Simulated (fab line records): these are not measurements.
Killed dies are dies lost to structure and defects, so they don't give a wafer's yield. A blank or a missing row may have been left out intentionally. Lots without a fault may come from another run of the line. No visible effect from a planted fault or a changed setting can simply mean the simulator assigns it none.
fab line records :: flow gf180mcu
record:
  lots: 7
  wafers: 21
  lastDay: 31
route steps=602 shown V2@391
lots with no fault: from the same line, run without faults
startH: hours from the record's opening day to when the first of the lot's shown wafers began :: waitH: hours elapsed since this lot's preceding step :: " as in the row above :: L1.1+2: several wafers, shown together as one row :: - no value, or no start was given :: * or withheld: withheld :: < > ~ a bound
route shown NAME@n: NAME is a module with steps in the file, n the number in the route of the first one :: usual: mean and standard deviation over wafers with no fault :: same: alike in all rows :: chamber/n: place in a boat :: sites: readings site by site :: _std_site: the standard deviation of these :: _edge_site: inner sites' mean taken away from outer sites' mean :: radiusMm: how far each site lies from the wafer's centre :: mask NAME#n: copy n :: behind: the most recent tool/chamber to have shaped the wafer :: hold: the reason the lot was held/the length of the hold in hours/how it ended :: device: transistor that didn't switch, given as n, p or np :: end of line: at the end of the route, the tests of the same wafers :: for a step that has no rows: nothing shown but its recipe :: killed: count of dies lost to structure and defects at first sort (not the wafer's yield) :: map: per-die view of a wafer (x killed, . not killed, _ where there is no die)
set.NAME: the setting the step ran with; set.NAME@STEP: the setting that earlier step ran with :: model.NAME: the simulator's own value behind a step, which no gauge read
lots seen at some steps along the route; tables by step, rows by wafer
services: the hour from which a tool's chamber was out of use, counted from the record's first day as startH (under 0 if before that day), plus the number of hours and why
== steps ==
step: GF_V2_COAT_09
recipe:
  resist: KrF
  spinRpm: withheld
  resistThkNm: 1000
step: GF_V2_SOFTBAKE_10
recipe:
  tempC: 130
  timeS: 60
  resist: KrF
step: GF_V2_EXPOSE_11
recipe:
  maskId: Via2
  targetCdNm: 260
  na: 0.68
  sourceShape: conventional
  sigmaOuter: 0.6
  doseMj: 38
step: GF_V2_PEB_12
recipe:
  pebTempC: 135
  pebTimeS: 90
  resist: KrF
step: GF_V2_DEVELOP_13
recipe:
  developTimeS: 60
  resist: KrF
  devTempC: 21
step: GF_V2_CD_MEAS_14
recipe:
  targetCdNm: 260
usual:
  cdNm: 260.2/1.4
lot.wafer: L656.1
tool: cdSem-01
chamber: -
startH: 476.99
waitH: 0.1
cdNm: 259.2

lot.wafer: L656.3
tool: cdSem-01
chamber: -
startH: 476.99
waitH: 0.1
cdNm: 258.9

lot.wafer: L656.4
tool: cdSem-01
chamber: -
startH: 476.99
waitH: 0.1
cdNm: 258.0

lot.wafer: L658.1
tool: cdSem-02
chamber: -
startH: 499.49
waitH: 0.1
cdNm: 259.7

lot.wafer: L658.2
tool: cdSem-02
chamber: -
startH: 499.49
waitH: 0.1
cdNm: 260.5

lot.wafer: L658.4
tool: cdSem-02
chamber: -
startH: 499.49
waitH: 0.1
cdNm: 261.3

lot.wafer: L659.1
tool: cdSem-02
chamber: -
startH: 510.70
waitH: 0.1
cdNm: 261.4

lot.wafer: L659.4
tool: cdSem-02
chamber: -
startH: 510.70
waitH: 0.1
cdNm: 260.7

lot.wafer: L659.6
tool: cdSem-02
chamber: -
startH: 510.70
waitH: 0.1
cdNm: 260.5

lot.wafer: L663.1
tool: cdSem-01
chamber: -
startH: 546.22
waitH: 0.1
cdNm: 263.4

lot.wafer: L663.3
tool: cdSem-01
chamber: -
startH: 546.22
waitH: 0.1
cdNm: 262.4

lot.wafer: L663.6
tool: cdSem-01
chamber: -
startH: 546.22
waitH: 0.1
cdNm: 260.0

lot.wafer: L673.1
tool: cdSem-01
chamber: -
startH: 621.02
waitH: 0.1
cdNm: 261.3

lot.wafer: L673.2
tool: cdSem-01
chamber: -
startH: 621.02
waitH: 0.1
cdNm: 260.0

lot.wafer: L673.4
tool: cdSem-01
chamber: -
startH: 621.02
waitH: 0.1
cdNm: 260.6

lot.wafer: L674.2
tool: cdSem-01
chamber: -
startH: 627.33
waitH: 0.1
cdNm: 259.9

lot.wafer: L674.4
tool: cdSem-01
chamber: -
startH: 627.33
waitH: 0.1
cdNm: 258.5

lot.wafer: L674.5
tool: cdSem-01
chamber: -
startH: 627.33
waitH: 0.1
cdNm: 260.1

lot.wafer: L675.1
tool: cdSem-02
chamber: -
startH: 630.16
waitH: 0.1
cdNm: 257.8

lot.wafer: L675.2
tool: cdSem-02
chamber: -
startH: 630.16
waitH: 0.1
cdNm: 257.9

lot.wafer: L675.3
tool: cdSem-02
chamber: -
startH: 630.16
waitH: 0.1
cdNm: 256.9
step: GF_V2_OVL_MEAS_15
usual:
  V2_OVL: 3/4.8
lot.wafer: L656.1
tool: overlay-02
chamber: -
startH: 477.11
waitH: 0.1
V2_OVL[nm]: 7

lot.wafer: L656.3
tool: overlay-02
chamber: -
startH: 477.11
waitH: 0.1
V2_OVL[nm]: 5

lot.wafer: L656.4
tool: overlay-02
chamber: -
startH: 477.11
waitH: 0.1
V2_OVL[nm]: 6

lot.wafer: L658.1
tool: overlay-01
chamber: -
startH: 499.61
waitH: 0.1
V2_OVL[nm]: -1

lot.wafer: L658.2
tool: overlay-01
chamber: -
startH: 499.61
waitH: 0.1
V2_OVL[nm]: 1

lot.wafer: L658.4
tool: overlay-01
chamber: -
startH: 499.61
waitH: 0.1
V2_OVL[nm]: -2

lot.wafer: L659.1
tool: overlay-01
chamber: -
startH: 510.82
waitH: 0.1
V2_OVL[nm]: 6

lot.wafer: L659.4
tool: overlay-01
chamber: -
startH: 510.82
waitH: 0.1
V2_OVL[nm]: 6

lot.wafer: L659.6
tool: overlay-01
chamber: -
startH: 510.82
waitH: 0.1
V2_OVL[nm]: 4

lot.wafer: L663.1
tool: overlay-02
chamber: -
startH: 546.34
waitH: 0.1
V2_OVL[nm]: 7

lot.wafer: L663.3
tool: overlay-02
chamber: -
startH: 546.34
waitH: 0.1
V2_OVL[nm]: 5

lot.wafer: L663.6
tool: overlay-02
chamber: -
startH: 546.34
waitH: 0.1
V2_OVL[nm]: -2

lot.wafer: L673.1
tool: overlay-02
chamber: -
startH: 621.14
waitH: 0.1
V2_OVL[nm]: 13

lot.wafer: L673.2
tool: overlay-02
chamber: -
startH: 621.14
waitH: 0.1
V2_OVL[nm]: 6

lot.wafer: L673.4
tool: overlay-02
chamber: -
startH: 621.14
waitH: 0.1
V2_OVL[nm]: 3

lot.wafer: L674.2
tool: overlay-02
chamber: -
startH: 627.44
waitH: 0.1
V2_OVL[nm]: 5

lot.wafer: L674.4
tool: overlay-02
chamber: -
startH: 627.44
waitH: 0.1
V2_OVL[nm]: 4

lot.wafer: L674.5
tool: overlay-02
chamber: -
startH: 627.44
waitH: 0.1
V2_OVL[nm]: 7

lot.wafer: L675.1
tool: overlay-02
chamber: -
startH: 630.28
waitH: 0.1
V2_OVL[nm]: 7

lot.wafer: L675.2
tool: overlay-02
chamber: -
startH: 630.28
waitH: 0.1
V2_OVL[nm]: 4

lot.wafer: L675.3
tool: overlay-02
chamber: -
startH: 630.28
waitH: 0.1
V2_OVL[nm]: 3
step: GF_V2_ETCH_16
recipe:
  chemistry: N2/H2
  targetDepthA: withheld
  overetchA: withheld
  timeS: withheld
  target: BARC
  ionEnergyEv: 200
  sourceW: 500
  biasW: 100
  pressureMtorr: 30
  n2FlowSccm: 100
  h2FlowSccm: 200
usual:
  biasW: 99.99/0.29
  drypumpMotorCurrentA: 5.4/0.44
  h2FlowSccm: 200.0/0.61
  oesProductAu: 0.855/0.0049
  throttleValvePct: 13.224/0.0092
lot.wafer: L656.1
tool: rieDiel-02
chamber: 3
startH: 477.15
waitH: 0.0
biasW: 99.72
drypumpMotorCurrentA: 4.8
h2FlowSccm: 199.7
oesProductAu: 0.854
throttleValvePct: 13.222

lot.wafer: L656.3
tool: rieDiel-02
chamber: 2
startH: 477.15
waitH: 0.0
biasW: 100.60
drypumpMotorCurrentA: 5.1
h2FlowSccm: 200.1
oesProductAu: 0.849
throttleValvePct: 13.229

lot.wafer: L656.4
tool: rieDiel-02
chamber: 0
startH: 477.15
waitH: 0.0
biasW: 100.21
drypumpMotorCurrentA: 5.5
h2FlowSccm: 199.8
oesProductAu: 0.844
throttleValvePct: 13.240

lot.wafer: L658.1
tool: rieDiel-01
chamber: 2
startH: 499.65
waitH: 0.0
biasW: 99.70
drypumpMotorCurrentA: 5.6
h2FlowSccm: 199.7
oesProductAu: 0.861
throttleValvePct: 13.218

lot.wafer: L658.2
tool: rieDiel-01
chamber: 3
startH: 499.65
waitH: 0.0
biasW: 99.98
drypumpMotorCurrentA: 5.5
h2FlowSccm: 199.8
oesProductAu: 0.860
throttleValvePct: 13.213

lot.wafer: L658.4
tool: rieDiel-01
chamber: 0
startH: 499.65
waitH: 0.0
biasW: 100.20
drypumpMotorCurrentA: 6.5
h2FlowSccm: 200.2
oesProductAu: 0.857
throttleValvePct: 13.236

lot.wafer: L659.1
tool: rieDiel-02
chamber: 1
startH: 510.85
waitH: 0.0
biasW: 100.21
drypumpMotorCurrentA: 5.0
h2FlowSccm: 200.4
oesProductAu: 0.858
throttleValvePct: 13.238

lot.wafer: L659.4
tool: rieDiel-02
chamber: 0
startH: 510.85
waitH: 0.0
biasW: 99.48
drypumpMotorCurrentA: 5.6
h2FlowSccm: 199.1
oesProductAu: 0.853
throttleValvePct: 13.229

lot.wafer: L659.6
tool: rieDiel-02
chamber: 3
startH: 510.85
waitH: 0.0
biasW: 99.61
drypumpMotorCurrentA: 4.7
h2FlowSccm: 198.9
oesProductAu: 0.857
throttleValvePct: 13.231

lot.wafer: L663.1
tool: rieDiel-04
chamber: 0
startH: 546.37
waitH: 0.0
biasW: 99.77
drypumpMotorCurrentA: 5.5
h2FlowSccm: 200.7
oesProductAu: 0.855
throttleValvePct: 13.213

lot.wafer: L663.3
tool: rieDiel-04
chamber: 1
startH: 546.37
waitH: 0.0
biasW: 100.17
drypumpMotorCurrentA: 5.2
h2FlowSccm: 201.0
oesProductAu: 0.856
throttleValvePct: 13.236

lot.wafer: L663.6
tool: rieDiel-04
chamber: 0
startH: 546.37
waitH: 0.0
biasW: 99.40
drypumpMotorCurrentA: 5.5
h2FlowSccm: 200.9
oesProductAu: 0.854
throttleValvePct: 13.225

lot.wafer: L673.1
tool: rieDiel-01
chamber: 2
startH: 621.17
waitH: 0.0
biasW: 100.00
drypumpMotorCurrentA: 5.5
h2FlowSccm: 200.9
oesProductAu: 0.851
throttleValvePct: 13.222

lot.wafer: L673.2
tool: rieDiel-01
chamber: 0
startH: 621.17
waitH: 0.0
biasW: 100.58
drypumpMotorCurrentA: 6.5
h2FlowSccm: 198.7
oesProductAu: 0.857
throttleValvePct: 13.221

lot.wafer: L673.4
tool: rieDiel-01
chamber: 0
startH: 621.17
waitH: 0.0
biasW: 100.40
drypumpMotorCurrentA: 6.5
h2FlowSccm: 198.0
oesProductAu: 0.856
throttleValvePct: 13.217

lot.wafer: L674.2
tool: rieDiel-02
chamber: 2
startH: 627.47
waitH: 0.0
biasW: 100.17
drypumpMotorCurrentA: 5.1
h2FlowSccm: 199.5
oesProductAu: 0.849
throttleValvePct: 13.223

lot.wafer: L674.4
tool: rieDiel-02
chamber: 2
startH: 627.47
waitH: 0.0
biasW: 100.16
drypumpMotorCurrentA: 5.1
h2FlowSccm: 199.6
oesProductAu: 0.854
throttleValvePct: 13.222

lot.wafer: L674.5
tool: rieDiel-02
chamber: 0
startH: 627.47
waitH: 0.0
biasW: 99.60
drypumpMotorCurrentA: 5.6
h2FlowSccm: 199.1
oesProductAu: 0.846
throttleValvePct: 13.214

lot.wafer: L675.1
tool: rieDiel-01
chamber: 3
startH: 630.32
waitH: 0.0
biasW: 100.12
drypumpMotorCurrentA: 5.5
h2FlowSccm: 200.4
oesProductAu: 0.864
throttleValvePct: 13.214

lot.wafer: L675.2
tool: rieDiel-01
chamber: 1
startH: 630.32
waitH: 0.0
biasW: 100.42
drypumpMotorCurrentA: 5.3
h2FlowSccm: 200.1
oesProductAu: 0.851
throttleValvePct: 13.224

lot.wafer: L675.3
tool: rieDiel-01
chamber: 2
startH: 630.32
waitH: 0.0
biasW: 99.88
drypumpMotorCurrentA: 5.6
h2FlowSccm: 200.2
oesProductAu: 0.853
throttleValvePct: 13.229
step: GF_V2_ETCH_17
recipe:
  chemistry: C4F8/O2/Ar
  maskMaterial: KrF
  target: SiO2
  stopOn: TiN
  sourceW: 1500
  biasW: 1200
  pressureMtorr: 40
  c4f8FlowSccm: withheld
  O2_flow_sccm: 6
  Ar_flow_sccm: 300
  timeS: withheld
  targetDepthA: 6300
usual:
  biasW: 1200/3.1
  oesProductAu: 0.855/0.0044
lot.wafer: L656.1
tool: rieDiel-02
chamber: 3
startH: -
waitH: -
biasW: 1202
oesProductAu: 0.855

lot.wafer: L656.3
tool: rieDiel-02
chamber: 2
startH: -
waitH: -
biasW: 1202
oesProductAu: 0.854

lot.wafer: L656.4
tool: rieDiel-02
chamber: 0
startH: -
waitH: -
biasW: 1204
oesProductAu: 0.851

lot.wafer: L658.1
tool: rieDiel-01
chamber: 2
startH: -
waitH: -
biasW: 1204
oesProductAu: 0.859

lot.wafer: L658.2
tool: rieDiel-01
chamber: 3
startH: -
waitH: -
biasW: 1203
oesProductAu: 0.861

lot.wafer: L658.4
tool: rieDiel-01
chamber: 0
startH: -
waitH: -
biasW: 1202
oesProductAu: 0.854

lot.wafer: L659.1
tool: rieDiel-02
chamber: 1
startH: -
waitH: -
biasW: 1198
oesProductAu: 0.853

lot.wafer: L659.4
tool: rieDiel-02
chamber: 0
startH: -
waitH: -
biasW: 1201
oesProductAu: 0.856

lot.wafer: L659.6
tool: rieDiel-02
chamber: 3
startH: -
waitH: -
biasW: 1206
oesProductAu: 0.856

lot.wafer: L663.1
tool: rieDiel-04
chamber: 0
startH: -
waitH: -
biasW: 1200
oesProductAu: 0.854

lot.wafer: L663.3
tool: rieDiel-04
chamber: 1
startH: -
waitH: -
biasW: 1202
oesProductAu: 0.849

lot.wafer: L663.6
tool: rieDiel-04
chamber: 0
startH: -
waitH: -
biasW: 1198
oesProductAu: 0.855

lot.wafer: L673.1
tool: rieDiel-01
chamber: 2
startH: -
waitH: -
biasW: 1203
oesProductAu: 0.859

lot.wafer: L673.2
tool: rieDiel-01
chamber: 0
startH: -
waitH: -
biasW: 1200
oesProductAu: 0.860

lot.wafer: L673.4
tool: rieDiel-01
chamber: 0
startH: -
waitH: -
biasW: 1194
oesProductAu: 0.858

lot.wafer: L674.2
tool: rieDiel-02
chamber: 2
startH: -
waitH: -
biasW: 1206
oesProductAu: 0.857

lot.wafer: L674.4
tool: rieDiel-02
chamber: 2
startH: -
waitH: -
biasW: 1204
oesProductAu: 0.851

lot.wafer: L674.5
tool: rieDiel-02
chamber: 0
startH: -
waitH: -
biasW: 1200
oesProductAu: 0.866

lot.wafer: L675.1
tool: rieDiel-01
chamber: 3
startH: -
waitH: -
biasW: 1196
oesProductAu: 0.854

lot.wafer: L675.2
tool: rieDiel-01
chamber: 1
startH: -
waitH: -
biasW: 1197
oesProductAu: 0.865

lot.wafer: L675.3
tool: rieDiel-01
chamber: 2
startH: -
waitH: -
biasW: 1193
oesProductAu: 0.848
step: GF_V2_STRIP_18
recipe:
  chemistry: O2/N2
  powerW: 1400
  pressureMtorr: 1500
  platenTempC: 250
  o2FlowSccm: 3000
  n2FlowSccm: 300
  overashFraction: 0.5
usual:
  drypumpMotorCurrentA: 5.6/0.51
  heaterPowerW: 316/27
  oesProductAu: 0.593/0.0053
lot.wafer: L656.1
tool: plasmaAsher-01
chamber: 1
startH: 477.27
waitH: -
drypumpMotorCurrentA: 5.3
heaterPowerW: 321
oesProductAu: 0.595
rfHoursCounterH: 31

lot.wafer: L656.3
tool: plasmaAsher-01
chamber: 0
startH: 477.27
waitH: -
drypumpMotorCurrentA: 5.2
heaterPowerW: 330
oesProductAu: 0.593
rfHoursCounterH: -

lot.wafer: L656.4
tool: plasmaAsher-01
chamber: 1
startH: 477.27
waitH: -
drypumpMotorCurrentA: 5.3
heaterPowerW: 319
oesProductAu: 0.610
rfHoursCounterH: -

lot.wafer: L658.1
tool: plasmaAsher-03
chamber: 0
startH: 499.77
waitH: -
drypumpMotorCurrentA: 6.0
heaterPowerW: 322
oesProductAu: 0.586
rfHoursCounterH: 87

lot.wafer: L658.2
tool: plasmaAsher-03
chamber: 1
startH: 499.77
waitH: -
drypumpMotorCurrentA: 5.9
heaterPowerW: 259
oesProductAu: 0.597
rfHoursCounterH: 87

lot.wafer: L658.4
tool: plasmaAsher-03
chamber: 0
startH: 499.77
waitH: -
drypumpMotorCurrentA: 6.0
heaterPowerW: 320
oesProductAu: 0.599
rfHoursCounterH: -

lot.wafer: L659.1
tool: plasmaAsher-01
chamber: 1
startH: 510.98
waitH: -
drypumpMotorCurrentA: 5.3
heaterPowerW: 322
oesProductAu: 0.592
rfHoursCounterH: 35

lot.wafer: L659.4
tool: plasmaAsher-01
chamber: 0
startH: 510.98
waitH: -
drypumpMotorCurrentA: 5.2
heaterPowerW: 319
oesProductAu: 0.592
rfHoursCounterH: -

lot.wafer: L659.6
tool: plasmaAsher-01
chamber: 0
startH: 510.98
waitH: -
drypumpMotorCurrentA: 5.2
heaterPowerW: 320
oesProductAu: 0.585
rfHoursCounterH: -

lot.wafer: L663.1
tool: plasmaAsher-04
chamber: 1
startH: 546.50
waitH: -
drypumpMotorCurrentA: 6.6
heaterPowerW: 362
oesProductAu: 0.599
rfHoursCounterH: 13

lot.wafer: L663.3
tool: plasmaAsher-04
chamber: 0
startH: 546.50
waitH: -
drypumpMotorCurrentA: 5.1
heaterPowerW: 303
oesProductAu: 0.594
rfHoursCounterH: -

lot.wafer: L663.6
tool: plasmaAsher-04
chamber: 0
startH: 546.50
waitH: -
drypumpMotorCurrentA: 5.1
heaterPowerW: 317
oesProductAu: 0.599
rfHoursCounterH: -

lot.wafer: L673.1
tool: plasmaAsher-01
chamber: 1
startH: 621.30
waitH: -
drypumpMotorCurrentA: 5.3
heaterPowerW: 311
oesProductAu: 0.594
rfHoursCounterH: 47

lot.wafer: L673.2
tool: plasmaAsher-01
chamber: 0
startH: 621.30
waitH: -
drypumpMotorCurrentA: 5.2
heaterPowerW: 322
oesProductAu: 0.587
rfHoursCounterH: 47

lot.wafer: L673.4
tool: plasmaAsher-01
chamber: 1
startH: 621.30
waitH: -
drypumpMotorCurrentA: 5.3
heaterPowerW: 317
oesProductAu: 0.590
rfHoursCounterH: -

lot.wafer: L674.2
tool: plasmaAsher-01
chamber: 1
startH: 627.60
waitH: -
drypumpMotorCurrentA: 5.3
heaterPowerW: 327
oesProductAu: 0.591
rfHoursCounterH: 48

lot.wafer: L674.4
tool: plasmaAsher-01
chamber: 1
startH: 627.60
waitH: -
drypumpMotorCurrentA: 5.3
heaterPowerW: 323
oesProductAu: 0.597
rfHoursCounterH: -

lot.wafer: L674.5
tool: plasmaAsher-01
chamber: 0
startH: 627.60
waitH: -
drypumpMotorCurrentA: 5.2
heaterPowerW: 322
oesProductAu: 0.595
rfHoursCounterH: -

lot.wafer: L675.1
tool: plasmaAsher-04
chamber: 1
startH: 630.45
waitH: -
drypumpMotorCurrentA: 6.6
heaterPowerW: 346
oesProductAu: 0.594
rfHoursCounterH: 24

lot.wafer: L675.2
tool: plasmaAsher-04
chamber: 0
startH: 630.45
waitH: -
drypumpMotorCurrentA: 5.1
heaterPowerW: 314
oesProductAu: 0.598
rfHoursCounterH: 24

lot.wafer: L675.3
tool: plasmaAsher-04
chamber: 1
startH: 630.45
waitH: -
drypumpMotorCurrentA: 6.6
heaterPowerW: 361
oesProductAu: 0.600
rfHoursCounterH: -
step: GF_V2_STRIP_19
recipe:
  chemistry: postEtchResidueRemover
  timeS: 1200
  tempC: 72.5
step: GF_V2_CLEAN_20
recipe:
  chemistry: DIW
  dry: n2Spin
step: GF_V2_SPUTTER_21
recipe:
  material: Ti
  targetThkNm: 15
  chamberPressurePa: 5
  powerW: 2500
  substrateTempC: 200
  timeS: 80.02
usual:
  cathodeDcPowerW: 2500.0/0.43
  chamberPressurePa: 5.001/0.011
  throttleValvePct: 30.6/0.86
lot.wafer: L656.1
tool: pvdSputter-04
chamber: -
startH: 477.82
waitH: 0.0
cathodeDcPowerW: 2500.1
chamberPressurePa: 4.993
throttleValvePct: 30.7

lot.wafer: L656.3
tool: pvdSputter-04
chamber: -
startH: 477.82
waitH: 0.0
cathodeDcPowerW: 2500.1
chamberPressurePa: 5.002
throttleValvePct: 30.3

lot.wafer: L656.4
tool: pvdSputter-04
chamber: -
startH: 477.82
waitH: 0.0
cathodeDcPowerW: 2500.4
chamberPressurePa: 4.987
throttleValvePct: 30.1

lot.wafer: L658.1
tool: pvdSputter-04
chamber: -
startH: 500.31
waitH: 0.0
cathodeDcPowerW: 2499.5
chamberPressurePa: 4.997
throttleValvePct: 30.6

lot.wafer: L658.2
tool: pvdSputter-04
chamber: -
startH: 500.31
waitH: 0.0
cathodeDcPowerW: 2499.7
chamberPressurePa: 4.998
throttleValvePct: 30.6

lot.wafer: L658.4
tool: pvdSputter-04
chamber: -
startH: 500.31
waitH: 0.0
cathodeDcPowerW: 2500.1
chamberPressurePa: 4.999
throttleValvePct: 30.3

lot.wafer: L659.1
tool: pvdSputter-02
chamber: -
startH: 511.52
waitH: 0.0
cathodeDcPowerW: 2499.8
chamberPressurePa: 5.014
throttleValvePct: 29.1

lot.wafer: L659.4
tool: pvdSputter-02
chamber: -
startH: 511.52
waitH: 0.0
cathodeDcPowerW: 2500.4
chamberPressurePa: 4.995
throttleValvePct: 33.0

lot.wafer: L659.6
tool: pvdSputter-02
chamber: -
startH: 511.52
waitH: 0.0
cathodeDcPowerW: 2499.9
chamberPressurePa: 5.000
throttleValvePct: 31.1

lot.wafer: L663.1
tool: pvdSputter-02
chamber: -
startH: 547.03
waitH: 0.0
cathodeDcPowerW: 2500.3
chamberPressurePa: 4.996
throttleValvePct: 28.9

lot.wafer: L663.3
tool: pvdSputter-02
chamber: -
startH: 547.03
waitH: 0.0
cathodeDcPowerW: 2499.4
chamberPressurePa: 5.011
throttleValvePct: 32.8

lot.wafer: L663.6
tool: pvdSputter-02
chamber: -
startH: 547.03
waitH: 0.0
cathodeDcPowerW: 2500.8
chamberPressurePa: 5.015
throttleValvePct: 31.1

lot.wafer: L673.1
tool: pvdSputter-01
chamber: -
startH: 621.88
waitH: 0.0
cathodeDcPowerW: -
chamberPressurePa: -
throttleValvePct: -

lot.wafer: L673.2
tool: pvdSputter-01
chamber: -
startH: 621.88
waitH: 0.0
cathodeDcPowerW: -
chamberPressurePa: -
throttleValvePct: -

lot.wafer: L673.4
tool: pvdSputter-01
chamber: -
startH: 621.88
waitH: 0.0
cathodeDcPowerW: -
chamberPressurePa: -
throttleValvePct: -

lot.wafer: L674.2
tool: pvdSputter-02
chamber: -
startH: 628.14
waitH: 0.0
cathodeDcPowerW: -
chamberPressurePa: -
throttleValvePct: -

lot.wafer: L674.4
tool: pvdSputter-02
chamber: -
startH: 628.14
waitH: 0.0
cathodeDcPowerW: -
chamberPressurePa: -
throttleValvePct: -

lot.wafer: L674.5
tool: pvdSputter-02
chamber: -
startH: 628.14
waitH: 0.0
cathodeDcPowerW: -
chamberPressurePa: -
throttleValvePct: -

lot.wafer: L675.1
tool: pvdSputter-04
chamber: -
startH: 631.06
waitH: 0.0
cathodeDcPowerW: -
chamberPressurePa: -
throttleValvePct: -

lot.wafer: L675.2
tool: pvdSputter-04
chamber: -
startH: 631.06
waitH: 0.0
cathodeDcPowerW: -
chamberPressurePa: -
throttleValvePct: -

lot.wafer: L675.3
tool: pvdSputter-04
chamber: -
startH: 631.06
waitH: 0.0
cathodeDcPowerW: -
chamberPressurePa: -
throttleValvePct: -
step: GF_V2_SPUTTER_22
recipe:
  material: TiN
  targetThkNm: 10
  chamberPressurePa: 5
  powerW: 4000
  timeS: 40
usual:
  cathodeDcPowerW: 3999.9/0.76
  chamberPressurePa: 4.999/0.0098
  throttleValvePct: 30.6/0.88
lot.wafer: L656.1
tool: pvdSputter-04
chamber: -
startH: 477.88
waitH: 0.0
cathodeDcPowerW: 4001.6
chamberPressurePa: 4.993
throttleValvePct: 30.5

lot.wafer: L656.3
tool: pvdSputter-04
chamber: -
startH: 477.88
waitH: 0.0
cathodeDcPowerW: 3999.9
chamberPressurePa: 4.994
throttleValvePct: 30.7

lot.wafer: L656.4
tool: pvdSputter-04
chamber: -
startH: 477.88
waitH: 0.0
cathodeDcPowerW: 3999.7
chamberPressurePa: 5.008
throttleValvePct: 30.0

lot.wafer: L658.1
tool: pvdSputter-04
chamber: -
startH: 500.37
waitH: 0.0
cathodeDcPowerW: 4000.6
chamberPressurePa: 4.994
throttleValvePct: 30.5

lot.wafer: L658.2
tool: pvdSputter-04
chamber: -
startH: 500.37
waitH: 0.0
cathodeDcPowerW: 4000.4
chamberPressurePa: 5.010
throttleValvePct: 30.8

lot.wafer: L658.4
tool: pvdSputter-04
chamber: -
startH: 500.37
waitH: 0.0
cathodeDcPowerW: 4000.7
chamberPressurePa: 5.020
throttleValvePct: 30.3

lot.wafer: L659.1
tool: pvdSputter-02
chamber: -
startH: 511.58
waitH: 0.0
cathodeDcPowerW: 4000.4
chamberPressurePa: 5.005
throttleValvePct: 28.8

lot.wafer: L659.4
tool: pvdSputter-02
chamber: -
startH: 511.58
waitH: 0.0
cathodeDcPowerW: 4001.3
chamberPressurePa: 5.007
throttleValvePct: 33.2

lot.wafer: L659.6
tool: pvdSputter-02
chamber: -
startH: 511.58
waitH: 0.0
cathodeDcPowerW: 3999.4
chamberPressurePa: 5.006
throttleValvePct: 30.9

lot.wafer: L663.1
tool: pvdSputter-02
chamber: -
startH: 547.10
waitH: 0.0
cathodeDcPowerW: 4000.2
chamberPressurePa: 4.987
throttleValvePct: 29.1

lot.wafer: L663.3
tool: pvdSputter-02
chamber: -
startH: 547.10
waitH: 0.0
cathodeDcPowerW: 4000.1
chamberPressurePa: 5.011
throttleValvePct: 33.2

lot.wafer: L663.6
tool: pvdSputter-02
chamber: -
startH: 547.10
waitH: 0.0
cathodeDcPowerW: 4000.8
chamberPressurePa: 4.986
throttleValvePct: 31.2

lot.wafer: L673.1
tool: pvdSputter-01
chamber: -
startH: 621.94
waitH: 0.0
cathodeDcPowerW: 4000.6
chamberPressurePa: 4.981
throttleValvePct: 30.5

lot.wafer: L673.2
tool: pvdSputter-01
chamber: -
startH: 621.94
waitH: 0.0
cathodeDcPowerW: 4000.2
chamberPressurePa: 4.996
throttleValvePct: 30.3

lot.wafer: L673.4
tool: pvdSputter-01
chamber: -
startH: 621.94
waitH: 0.0
cathodeDcPowerW: 3998.9
chamberPressurePa: 4.992
throttleValvePct: 30.4

lot.wafer: L674.2
tool: pvdSputter-02
chamber: -
startH: 628.20
waitH: 0.0
cathodeDcPowerW: 3998.8
chamberPressurePa: 4.992
throttleValvePct: 30.2

lot.wafer: L674.4
tool: pvdSputter-02
chamber: -
startH: 628.20
waitH: 0.0
cathodeDcPowerW: 3998.8
chamberPressurePa: 5.000
throttleValvePct: 29.0

lot.wafer: L674.5
tool: pvdSputter-02
chamber: -
startH: 628.20
waitH: 0.0
cathodeDcPowerW: 3999.7
chamberPressurePa: 5.005
throttleValvePct: 30.4

lot.wafer: L675.1
tool: pvdSputter-04
chamber: -
startH: 631.12
waitH: 0.0
cathodeDcPowerW: 3999.3
chamberPressurePa: 5.013
throttleValvePct: 30.7

lot.wafer: L675.2
tool: pvdSputter-04
chamber: -
startH: 631.12
waitH: 0.0
cathodeDcPowerW: 4000.1
chamberPressurePa: 4.987
throttleValvePct: 30.8

lot.wafer: L675.3
tool: pvdSputter-04
chamber: -
startH: 631.12
waitH: 0.0
cathodeDcPowerW: 4000.1
chamberPressurePa: 5.006
throttleValvePct: 30.7
== services ==
tool: rieDiel-01
chamber: 1
startH: 459.58
hours: 10.2
kind: repair

tool: rieDiel-01
chamber: -
startH: 469.68
hours: 1.7
kind: repair

tool: rieDiel-01
chamber: 2
startH: 497.70
hours: 1.5
kind: repair

tool: rieDiel-02
chamber: -
startH: 498.91
hours: 4.3
kind: pm

tool: rieDiel-02
chamber: 2
startH: 505.33
hours: 2.1
kind: repair

tool: pvdSputter-02
chamber: -
startH: 508.40
hours: 1.1
kind: repair

tool: plasmaAsher-01
chamber: -
startH: 536.57
hours: 8.6
kind: repair

tool: rieDiel-01
chamber: -
startH: 548.35
hours: 2.8
kind: pm

tool: rieDiel-04
chamber: 2
startH: 571.08
hours: -
kind: clean

tool: rieDiel-04
chamber: 2
startH: 571.08
hours: 22.6
kind: scheduledDown

tool: rieDiel-04
chamber: 2
startH: 571.08
hours: 22.6
kind: ventCycle

tool: rieDiel-04
chamber: 1
startH: 577.10
hours: 4.0
kind: repair

tool: pvdSputter-02
chamber: -
startH: 586.35
hours: 5.3
kind: repair

tool: plasmaAsher-03
chamber: -
startH: 592.38
hours: 2.2
kind: repair

tool: rieDiel-02
chamber: 2
startH: 594.37
hours: 5.1
kind: repair

tool: rieDiel-01
chamber: 3
startH: 606.87
hours: 18.7
kind: repair

tool: pvdSputter-01
chamber: -
startH: 609.38
hours: 2.2
kind: repair

tool: rieDiel-04
chamber: -
startH: 612.83
hours: 0.7
kind: repair

tool: rieDiel-02
chamber: 3
startH: 618.32
hours: -
kind: clean

tool: rieDiel-02
chamber: 3
startH: 618.32
hours: 19.5
kind: scheduledDown

tool: rieDiel-02
chamber: 3
startH: 618.32
hours: 19.5
kind: ventCycle
== key ==
firstSign:
  step: GF_V2_SPUTTER_21
  reading: toolRecord
  direction: missing
effect none on later readings
metAt GF_V2_SPUTTER_21
struckWafers L673.1,L673.2,L673.4,L674.2,L674.4,L674.5,L675.1,L675.2,L675.3
laterRowsLeftOut L673.1,L673.2,L673.4,L674.2,L674.4,L674.5,L675.1,L675.2,L675.3
sortLeftOut L673.1,L673.2,L673.4,L674.2,L674.4,L674.5,L675.1,L675.2,L675.3
onsetBetween 547.03 621.88
fault:
  kind: skippedStepWhole
  tool: pvdSputter-01,pvdSputter-02,pvdSputter-04
  chamber: -
  onsetH: 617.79
  steps: GF_V2_SPUTTER_21
  scope: struckLotsOnly
sortLeftOut: the simulated sort isn't trusted on such a fault, so these wafers' sort isn't shown, and their yield isn't known
laterRowsLeftOut: the simulator's readings of these wafers behind a module that went badly wrong aren't trusted and aren't shown, but for the sort
